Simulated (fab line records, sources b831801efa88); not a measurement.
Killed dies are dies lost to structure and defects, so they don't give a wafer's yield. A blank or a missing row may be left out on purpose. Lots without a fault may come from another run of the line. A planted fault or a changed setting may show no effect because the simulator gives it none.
fab line records | flow sky130 | part 2 of 2: steps 35 to 35 of 35
record lots=7 wafers=21 last_day=50
route steps=708 shown SD_P@327 RES_XHIGH@332 SD_N@342 SALICIDE@361 PAD_OPEN@708
lots that met no fault: from a run of the same line without faults
start_h: hours from the record's first day to the start of the lot's first wafer shown | wait_h: hours since the lot's step before | " the same as in the row above | L1.1+2: a row that stands for several wafers | - no value, or no start given | * or withheld: withheld | < > ~ a bound
route shown NAME@n: a module of which the file shows steps, and the number in the route of the first | usual: mean/standard deviation of fault-free wafers | same: alike in all rows | chamber/n: place in a boat | sites: the reading at each site | _std_site: their standard deviation | _edge_site: outer sites' mean less inner sites' | radius_mm: how far each site lies from the wafer's centre | mask NAME#n: copy n | behind: the tool/chamber that last shaped the wafer | hold: why the lot was held/for how many hours/how that ended | device: the transistor (n, p or np) that didn't switch | end of line: the same wafers' tests at the end of the route | a step without rows: its recipe alone | killed: dies lost to structure and defects at the first sort, not the wafer's yield | map: a wafer's dies, x killed, . not, _ none there
set.NAME: the setting as run; set.NAME@STEP: as run at that earlier step | model.NAME: the simulator's own value behind a step, which no gauge read
lots at some steps of the route; a table a step, a row a wafer
services: from which hour (start_h, from the record's first day; less than 0 if before it) a tool's chamber was out of use, for how many hours, and why
## steps
# step SKY_PAD_OPEN_PROBE_99
# usual killed_at_M0_to_M3=43/6.8 killed_at_M4_up=3.2/1.7 killed_at_contacts=24/5.6 killed_at_front_end=15/4.7 killed_at_other=0.3/0.59 killed_dies=86/10 killed_open=47/6.8 killed_short=39/6.4
# same gross_dies=492 killed_at_back_side=0
# columns lot.wafer tool chamber start_h wait_h killed_at_M0_to_M3 killed_at_M4_up killed_at_contacts killed_at_front_end killed_at_other killed_dies killed_open killed_short model.etest.res_xhigh_po.line_ohm_um model.etest.res_xhigh_po.rs_ohm_sq model.etest.res_xhigh_po.rs_ohm_sq_range model.etest.res_xhigh_po.rs_ohm_sq_rim_less_centre
L623.1 prober-02 - 1093.90 0.1 42 2 21 12 1 78 43 35 5956 2081 46.24 9.484
L623.3 prober-02 - 1094.00 0.2 46 2 24 9 0 81 44 37 5619 1967 37.44 15.78
L623.4 prober-02 - 1094.05 0.2 47 5 23 12 0 87 45 42 5689 1952 39.88 -18.37
L622.2 prober-01 - 1096.95 0.1 44 5 33 19 0 101 58 43 5748 2018 55.4 6.017
L622.3 prober-01 - 1097.00 0.2 42 1 18 15 0 76 41 35 5622 1965 53.03 16.46
L622.4 prober-01 - 1097.05 0.2 48 4 20 25 0 97 46 50 5720 2027 43.3 0.3777
L626.1 prober-02 - 1107.27 0.1 35 4 27 11 1 78 41 36 5626 1976 117.4 97.34
L626.3 prober-02 - 1107.37 0.2 45 3 18 15 2 83 48 34 5492 1941 91.14 74.24
L626.5 prober-02 - 1107.47 0.2 42 2 19 16 0 79 41 38 5900 2054 105.8 81.91
L630.3 prober-02 - 1135.79 0.2 39 3 18 9 1 70 39 30 5601 1960 59.35 19.89
L630.4 prober-02 - 1135.84 0.2 45 4 28 16 0 93 51 42 5429 1902 62.99 28.15
L630.6 prober-02 - 1135.94 0.2 43 4 19 14 0 80 43 37 5644 1976 74.93 34.82
L633.1 prober-02 - 1178.66 0.1 55 5 25 15 0 100 62 34 1869 658.9 13.6 3.666
L633.4 prober-02 - 1178.81 0.2 36 4 35 13 0 88 44 43 1863 656.3 13.38 6.063
L633.6 prober-02 - 1178.91 0.2 43 5 23 18 0 89 42 46 1882 655.7 13.68 7.943
L640.2 prober-02 - 1187.64 0.1 42 2 30 21 0 95 42 52 1823 642.9 50.37 44.34
L640.4 prober-02 - 1187.74 0.2 43 4 33 19 2 101 50 51 1894 658 44.51 39.07
L640.5 prober-02 - 1187.79 0.2 33 3 18 22 0 76 44 32 1888 655.6 55.37 44.69
L643.3 prober-01 - 1206.56 0.2 38 2 36 14 1 91 49 42 1929 679 29.59 -4.031
L643.4 prober-01 - 1206.61 0.2 48 5 28 12 0 93 52 41 1950 681.1 31.09 -12.17
L643.6 prober-01 - 1206.71 0.2 48 0 17 14 0 79 48 31 1955 684.8 27.88 -13.24
# killed by level:class
L623.1 VIA2:geometric_particle:open=9 LI_CONTACT:geometric_particle:open=8 CONTACT:geometric_particle:open=7 VIA3:geometric_particle:open=7 METAL1:geometric_particle:short=6 VIA1:geometric_particle:open=5 METAL2:geometric_particle:short=5 CONTACT:geometric_particle:short=4
L623.3 CONTACT:geometric_particle:open=12 METAL1:geometric_particle:short=7 VIA2:geometric_particle:open=7 VIA2:geometric_particle:short=6 VIA3:geometric_particle:open=5 VIA1:geometric_particle:open=5 METAL2:geometric_particle:short=5 POLY_GATE:geometric_particle:short=4
L623.4 VIA2:geometric_particle:open=11 LI_CONTACT:geometric_particle:open=8 METAL2:geometric_particle:short=6 METAL1:geometric_particle:short=6 CONTACT:geometric_particle:open=5 VIA1:geometric_particle:open=5 VIA3:geometric_particle:open=5 METAL4:geometric_particle:short=5
L622.2 CONTACT:geometric_particle:open=16 VIA1:geometric_particle:open=8 LI_CONTACT:geometric_particle:open=7 FIELD_ISO:geometric_particle:short=6 CONTACT:geometric_particle:short=6 VIA3:geometric_particle:open=6 METAL1:geometric_particle:short=5 VIA1:geometric_particle:short=5
L622.3 VIA1:geometric_particle:open=15 FIELD_ISO:geometric_particle:open=6 LI_CONTACT:geometric_particle:open=6 CONTACT:geometric_particle:open=6 POLY_GATE:geometric_particle:short=5 METAL1:geometric_particle:short=5 VIA2:geometric_particle:short=5 VIA3:geometric_particle:short=4
L622.4 FIELD_ISO:geometric_particle:short=9 VIA3:geometric_particle:open=8 VIA2:geometric_particle:open=7 CONTACT:geometric_particle:short=7 CONTACT:geometric_particle:open=7 METAL1:geometric_particle:short=7 METAL2:geometric_particle:short=7 VIA1:geometric_particle:open=6
L626.1 CONTACT:geometric_particle:open=11 LI_CONTACT:geometric_particle:open=8 VIA1:geometric_particle:short=6 METAL1:geometric_particle:short=5 VIA1:geometric_particle:open=5 FIELD_ISO:geometric_particle:short=4 VIA2:geometric_particle:open=4 METAL3:geometric_particle:short=4
L626.3 VIA3:geometric_particle:open=7 VIA1:geometric_particle:open=7 LI_CONTACT:geometric_particle:open=6 VIA2:geometric_particle:open=6 CONTACT:geometric_particle:open=6 METAL2:geometric_particle:short=6 VIA1:geometric_particle:short=5 FIELD_ISO:geometric_particle:open=4
L626.5 CONTACT:geometric_particle:open=10 VIA1:geometric_particle:open=8 METAL2:geometric_particle:short=8 LI_CONTACT:geometric_particle:open=6 VIA3:geometric_particle:open=6 VIA1:geometric_particle:short=5 POLY_GATE:geometric_particle:short=4 METAL3:geometric_particle:short=4
L630.3 CONTACT:geometric_particle:open=8 VIA1:geometric_particle:open=8 LI_CONTACT:geometric_particle:open=6 METAL1:geometric_particle:short=6 VIA2:geometric_particle:open=6 VIA3:geometric_particle:open=4 VIA1:geometric_particle:short=4 FIELD_ISO:geometric_particle:open=3
L630.4 CONTACT:geometric_particle:open=13 VIA1:geometric_particle:open=11 CONTACT:geometric_particle:short=6 METAL1:geometric_particle:short=6 VIA1:geometric_particle:short=5 METAL2:geometric_particle:short=5 LI_CONTACT:geometric_particle:open=4 LOCAL_INTERCONNECT:geometric_particle:short=4
L630.6 VIA1:geometric_particle:open=12 LI_CONTACT:geometric_particle:open=7 METAL3:geometric_particle:short=6 CONTACT:geometric_particle:open=5 POLY_GATE:geometric_particle:short=4 CONTACT:geometric_particle:short=4 METAL1:geometric_particle:short=4 VIA1:geometric_particle:short=4
L633.1 VIA3:geometric_particle:open=13 VIA1:geometric_particle:open=12 LI_CONTACT:geometric_particle:open=8 METAL2:geometric_particle:short=8 CONTACT:geometric_particle:open=7 VIA2:geometric_particle:open=7 FIELD_ISO:geometric_particle:open=4 CONTACT:geometric_particle:short=4
L633.4 CONTACT:geometric_particle:open=14 METAL2:geometric_particle:short=10 LI_CONTACT:geometric_particle:open=6 CONTACT:geometric_particle:short=6 VIA1:geometric_particle:open=6 LOCAL_INTERCONNECT:geometric_particle:short=5 METAL4:geometric_particle:short=4 FIELD_ISO:geometric_particle:open=3
L633.6 VIA3:geometric_particle:open=8 VIA1:geometric_particle:open=8 CONTACT:geometric_particle:open=7 CONTACT:geometric_particle:short=7 METAL1:geometric_particle:short=5 METAL2:geometric_particle:short=5 FIELD_ISO:geometric_particle:short=4 POLY_GATE:geometric_particle:short=4
L640.2 CONTACT:geometric_particle:open=10 VIA1:geometric_particle:open=10 FIELD_ISO:geometric_particle:open=8 CONTACT:geometric_particle:short=8 METAL2:geometric_particle:short=7 LOCAL_INTERCONNECT:geometric_particle:short=6 VIA1:geometric_particle:short=6 POLY_GATE:geometric_particle:open=4
L640.4 VIA1:geometric_particle:open=10 LI_CONTACT:geometric_particle:open=10 METAL2:geometric_particle:short=9 LOCAL_INTERCONNECT:geometric_particle:short=8 CONTACT:geometric_particle:open=8 FIELD_ISO:geometric_particle:short=6 FIELD_ISO:geometric_particle:open=5 VIA3:geometric_particle:open=5
L640.5 VIA1:geometric_particle:open=8 FIELD_ISO:geometric_particle:short=7 POLY_GATE:geometric_particle:open=6 METAL2:geometric_particle:short=6 CONTACT:geometric_particle:open=6 VIA3:geometric_particle:open=6 LI_CONTACT:geometric_particle:open=5 LOCAL_INTERCONNECT:geometric_particle:short=5
L643.3 LI_CONTACT:geometric_particle:open=11 CONTACT:geometric_particle:open=9 CONTACT:geometric_particle:short=8 VIA1:geometric_particle:open=7 FIELD_ISO:geometric_particle:short=6 FIELD_ISO:geometric_particle:open=5 VIA1:geometric_particle:short=5 VIA3:geometric_particle:open=5
L643.4 CONTACT:geometric_particle:open=10 VIA1:geometric_particle:open=8 METAL1:geometric_particle:short=7 LI_CONTACT:geometric_particle:open=6 VIA2:geometric_particle:open=6 POLY_GATE:geometric_particle:open=5 VIA2:geometric_particle:short=5 VIA1:geometric_particle:short=5
L643.6 VIA1:geometric_particle:open=12 VIA3:geometric_particle:open=10 METAL2:geometric_particle:short=9 LI_CONTACT:geometric_particle:open=6 CONTACT:geometric_particle:open=5 FIELD_ISO:geometric_particle:open=4 POLY_GATE:geometric_particle:short=4 METAL3:geometric_particle:short=4
## services
# columns tool chamber start_h hours kind
plasma_asher-02 - 596.37 5.2 repair
implanter-04 - 599.70 2.5 repair
rtp_anneal-02 - 605.97 0.8 pm
plasma_asher-01 - 608.70 2.4 repair
plasma_asher-04 - 621.25 11.8 repair
implanter-02 - 665.85 3.2 pm
implanter-01 - 690.93 1.6 repair
implanter-01 - 698.69 7.8 repair
implanter-01 - 706.48 3.2 pm
implanter-04 - 713.16 3.1 pm
implanter-04 - 715.96 5.1 repair
plasma_asher-01 - 733.75 9.0 pm
plasma_asher-01 0 733.75 9.0 vent_cycle
implanter-02 - 739.92 1.1 repair
implanter-02 - 748.40 1.1 repair
implanter-02 - 763.64 2.4 pm
plasma_asher-01 - 765.25 1.5 repair
plasma_asher-02 - 788.03 0.9 repair
plasma_asher-01 - 805.35 11.7 repair
plasma_asher-01 - 805.63 1.6 repair
plasma_asher-01 - 812.21 0.4 repair
implanter-04 - 814.52 1.4 repair
implanter-04 - 831.99 2.1 repair
implanter-04 - 833.23 5.4 repair
## key
first_sign step=SKY_RES_XHIGH_IMPLANT_07 reading=visit direction=added
effect step=SKY_RES_XHIGH_STRIP_08 reading=strip_time_to_endpoint_s direction=up sigmas=19 usual=* struck=*
effect step=SKY_RES_XHIGH_TW_MEAS_09 reading=RES_XHIGH_TW direction=up sigmas=34 usual=1634 struck=2009
effect step=SKY_SD_N_RS_MEAS_18 reading=RES_XHIGH_RS direction=down sigmas=99+ usual=332.8 struck=203.3
model_effect step=SKY_PAD_OPEN_PROBE_99 value=etest.res_xhigh_po.line_ohm_um without=5712 struck=1895
met_at SKY_RES_XHIGH_IMPLANT_07
struck_wafers L633.1,L633.4,L633.6,L640.2,L640.4,L640.5,L643.3,L643.4,L643.6
tester_left_out L633,L640,L643
fault kind=repeated_step_whole tool=implanter-01,implanter-02,implanter-04 chamber=- onset_h=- steps=SKY_RES_XHIGH_IMPLANT_07 times=1 scope=struck_lots_only
# tester_left_out: of these lots the tester's yield and bins aren't shown, on N5 and GAA mostly nor the transistor test; their killed dies are dies lost to structure and defects alone, not to doping, threshold or leakage, so they don't give the yield
